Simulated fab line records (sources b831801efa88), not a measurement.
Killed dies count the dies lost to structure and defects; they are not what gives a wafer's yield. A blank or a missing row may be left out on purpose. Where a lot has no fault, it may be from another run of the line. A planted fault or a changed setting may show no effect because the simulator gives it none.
Which tool did it? | flow gf180mcu | 7 lots with 21 wafers sampled at 3 steps, on a route of 602 steps

## WHAT THE GAUGES READ, wafer by wafer
GF_MVSD_TW_MEAS_11.
lot  | measured     | on            | MVSD_TW
L759 | day 4 09:17  | film-metro-01 | 1563 1561 1568
L763 | day 5 11:20  | film-metro-03 | 1583 1582 1583
L764 | day 5 17:09  | film-metro-01 | 30 30 30
L773 | day 8 06:32  | film-metro-01 | 1552 1561 1550
L776 | day 8 21:21  | film-metro-03 | 1577 1574 1572
L778 | day 9 11:11  | film-metro-03 | 1587 1579 1580
L781 | day 10 03:33 | film-metro-03 | 1614 1611 1606

## WHICH TOOL RAN EACH LOT (tool, then ch and the chambers of the sampled wafers, then the start)
lot  | GF_LVPWELL_STRIP_10                 | GF_MVSD_STRIP_10
L759 | plasma-asher-01 ch 0,1, day 3 19:26 | plasma-asher-03 ch 0, day 4 09:10
L763 | plasma-asher-03 ch 0,1, day 4 21:59 | plasma-asher-01 ch 0,1, day 5 11:14
L764 | plasma-asher-01 ch 0,1, day 5 03:36 | plasma-asher-03 ch 1, day 5 17:03
L773 | plasma-asher-03 ch 1, day 7 12:45   | plasma-asher-01 ch 1, day 8 06:25
L776 | plasma-asher-03 ch 0,1, day 8 03:48 | plasma-asher-01 ch 0,1, day 8 21:15
L778 | plasma-asher-01 ch 0,1, day 8 17:10 | plasma-asher-01 ch 0, day 9 11:04
L781 | plasma-asher-01 ch 0,1, day 9 09:14 | plasma-asher-03 ch 0,1, day 10 03:27
- GF_LVPWELL_STRIP_10: strips in O2/N2.
- GF_MVSD_STRIP_10: strips in O2/N2.

## THE ANSWER, worked out from the rows above alone
Rule: what is usual is taken from the lots themselves. Put in order of their means at a reading, lots are off if they are a third of the lots or fewer, leave a main group of 4 or more, and stand apart from it by a gap of 3 or more times the standard deviation of the main group's means; of several such gaps the widest counts. A main group is skipped when, at the precision printed for the reading in the tables above, its means are all equal. Also off: a lot with no number at a reading for which 4 or more lots have one. All remaining lots with rows at the step are treated as sound.
Off: L764, seen at GF_MVSD_TW_MEAS_11 (MVSD_TW). Mean 1578 and standard deviation 18 in the main group.
A tool fits if, at a process step before that reading, it ran every lot that is off, and no sound lot after the first of them. Gauges at GF_MVSD_TW_MEAS_11: tried the same way as those tools. No candidate that was tried fits.

## WHAT HAD BEEN PUT IN BY THE SIMULATOR
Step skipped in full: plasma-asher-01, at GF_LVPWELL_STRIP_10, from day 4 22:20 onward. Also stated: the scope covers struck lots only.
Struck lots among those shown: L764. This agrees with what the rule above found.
